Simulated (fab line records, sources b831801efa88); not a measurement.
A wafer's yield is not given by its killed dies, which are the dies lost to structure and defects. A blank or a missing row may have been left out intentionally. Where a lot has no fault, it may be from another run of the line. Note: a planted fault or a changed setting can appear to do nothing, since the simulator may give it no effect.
Lot-split experiment | flow sky130 | on a route of 708 steps: 5 lots, 23 wafers read

## THE SPLIT
At SKY_METAL1_SPUTTER_02 (material AlCu, target thk 250 nm, time 13.3 s), the setting powerW was moved away from the recipe's 10600 W on 9 of the 23 wafers read, by +4.6% to +12.0%. This setting was run at the recipe's value on the other wafers.

## FROM THE SPLIT TO THE READING: what the file shows between them, 3 steps
- SKY_METAL1_SPUTTER_03: material Ti, target thk 5 nm, time 3.3 s
- SKY_METAL1_SPUTTER_04: material TiN, target thk 70 nm, time 58.3 s
- SKY_METAL1_RS_MEAS_05: measures by four-point-probe

## THE READING
METAL1_ALCU_THK, in nm, at SKY_METAL1_THK_MEAS_06 (measures by xrf). A value of 252.4 nm with a standard deviation of 2.8 nm is what fault-free wafers of this fab line usually give.

wafer  | tool, chamber at the split | powerW as run, W | against the recipe | METAL1_ALCU_THK, nm | against lot-mates on the recipe
L074.1 | pvdSputter-02, -           | 10600            | recipe             | 252.3               | -
L074.2 | pvdSputter-02, -           | 11290            | +6.5%              | 264.9               | +13.7
L074.3 | pvdSputter-02, -           | 10600            | recipe             | 249.9               | -
L074.4 | pvdSputter-02, -           | 11290            | +6.5%              | 271.5               | +20.3
L074.6 | pvdSputter-02, -           | 10600            | recipe             | 251.5               | -
L077.1 | pvdSputter-04, -           | 10600            | recipe             | 257.4               | -
L077.2 | pvdSputter-04, -           | 10600            | recipe             | 254.6               | -
L077.3 | pvdSputter-04, -           | 10600            | recipe             | 253.4               | -
L077.4 | pvdSputter-04, -           | 11630            | +9.7%              | 285.0               | +29.9
L077.5 | pvdSputter-04, -           | 11630            | +9.7%              | 276.8               | +21.7
L079.1 | pvdSputter-02, -           | 10600            | recipe             | 251.8               | -
L079.4 | pvdSputter-02, -           | 10600            | recipe             | 250.7               | -
L079.5 | pvdSputter-02, -           | 10600            | recipe             | 250.9               | -
L080.1 | pvdSputter-02, -           | 11870            | +12.0%             | 281.8               | +27.2
L080.2 | pvdSputter-02, -           | 10600            | recipe             | 256.3               | -
L080.4 | pvdSputter-02, -           | 10600            | recipe             | 253.0               | -
L080.5 | pvdSputter-02, -           | 11870            | +12.0%             | 281.6               | +27.0
L080.6 | pvdSputter-02, -           | 11870            | +12.0%             | 284.4               | +29.7
L085.1 | pvdSputter-04, -           | 11090            | +4.6%              | 263.9               | +9.0
L085.2 | pvdSputter-04, -           | 10600            | recipe             | 255.0               | -
L085.3 | pvdSputter-04, -           | 10600            | recipe             | 254.5               | -
L085.4 | pvdSputter-04, -           | 11090            | +4.6%              | 259.1               | +4.2
L085.6 | pvdSputter-04, -           | 10600            | recipe             | 255.1               | -

THE FIT
A straight line over all 23 wafers: METAL1_ALCU_THK changes by +2.52 nm for each +1% of powerW; r = +0.97; the points scatter about the line by 3 nm.
The same after taking each lot's own level away (the mean of its wafers on the recipe; 23 wafers): +2.42 nm for each +1%; r = +0.98; scatter 2.6 nm.
Per that fit: largest powerW move, reading shift of 29 nm.
From 251.13 to 255.13 nm: that is the span of the lots' own levels, equal to 1.4 times the standard deviation above.
So the lot-to-lot level changes the slope little: the two slopes agree.
Check: for one of the wafers moved furthest among these (+12.0%), held out of the fit, the line's prediction against its lot-mates is +29.1 nm. It came out at +27.2 nm against them.

## FURTHER SPLITS ON THESE WAFERS
Other splits were also applied to these wafers ahead of the reading. Each is held against what the fit with the lots' levels taken away leaves over:
other split on the same wafers             | wafers away from the commonest value | r with METAL1_ALCU_THK (lot level and that fit taken away)
SKY_LI_CONTACT_SPUTTER_19 timeS            | 8                                    | -0.40
SKY_LOCAL_INTERCONNECT_COAT_05 resistThkNm | 8                                    | -0.42
SKY_LOCAL_INTERCONNECT_ETCH_13 biasW       | 8                                    | -0.04
SKY_CONTACT_HDPCVD_02 timeS                | 5                                    | +0.07
SKY_CONTACT_COAT_08 spinRpm                | 8                                    | +0.02
SKY_CONTACT_ETCH_16 ionEnergyEv            | 6                                    | -0.12
SKY_METAL1_SPUTTER_01 powerW               | 8                                    | +0.20

## THE WHOLE CHAIN: every reading that the file lists as answering this split, in the file's order
step                   | what it does                                  | reading                                                                          | change (the file's fit)              | r (the file's)
SKY_METAL1_SPUTTER_02  | material AlCu, target thk 250 nm, time 13.3 s | AlCu_of_METAL1_SPUTTER_02.thkNm (the simulator's own value, which no gauge read) | +2.3 nm for each +1% of the setting  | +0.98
SKY_METAL1_RS_MEAS_05  | measures by four-point-probe                  | METAL1_ALCU_RS                                                                   | -0.00108 for each +1% of the setting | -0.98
SKY_METAL1_THK_MEAS_06 | measures by xrf                               | METAL1_ALCU_THK                                                                  | +2.41 for each +1% of the setting    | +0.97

## FILE'S OWN FIT
METAL1_ALCU_THK changes by +2.41 nm for each +1% of powerW, r = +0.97.
